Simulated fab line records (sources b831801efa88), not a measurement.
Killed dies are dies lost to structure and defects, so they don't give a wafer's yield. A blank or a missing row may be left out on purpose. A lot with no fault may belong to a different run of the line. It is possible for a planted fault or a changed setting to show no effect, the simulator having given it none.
Which of the tools did it? ; flow gf180mcu ; at 1 step of a route of 602, 12 lots with 36 wafers sampled

## WHAT THE GAUGES READ, wafer by wafer
GF_M1_CD_MEAS_14 targets a cd of 230 nm.
lot;measured;on;cd_nm (nm)
L075;day 17 06:47;cd_sem-02;230.9 231.5 230.6
L077;day 18 03:10;cd_sem-02;230.4 230.3 229.8
L079;day 19 00:05;cd_sem-01;229.4 228.5 229.8
L081;day 19 20:41;cd_sem-01;230.8 230.1 230.0
L082;day 20 12:48;cd_sem-01;228.9 229.7 230.4
L085;day 21 18:32;cd_sem-01;230.8 230.9 230.9
L087;day 22 05:44;cd_sem-01;229.2 228.1 228.6
L089;day 23 02:27;cd_sem-02;229.7 228.9 229.8
L091;day 23 07:30;cd_sem-01;230.1 231.8 230.4
L093;day 23 19:47;cd_sem-02;231.3 229.6 229.5
L095;day 24 14:20;cd_sem-01;229.5 230.6 230.4
L097;day 25 04:18;cd_sem-02;231.0 231.0 230.1

## EACH LOT AND THE TOOL THAT RAN IT (in order: tool; ch and the chambers of the sampled wafers; start)
The record shows no process step preceding these readings.

## THE ANSWER, worked out from the rows above alone
Rule: the lots themselves supply what counts as usual. The widest of any qualifying gaps counts: lots, ordered by their means at a reading, are off when they make up no more than a third of the lots, leave a main group of 4 or more, and stand apart from it by 3 or more times the standard deviation of that group's means. A main group whose means are all the same, to the digits that the tables above print for the reading, isn't used. A lot without any number at a reading at which 4 lots or more have one is off too. Any other lot the step has rows for is counted as sound.
Nothing can be told from this: no lot is off at any reading shown.

## WHAT WAS PUT IN BY THE SIMULATOR
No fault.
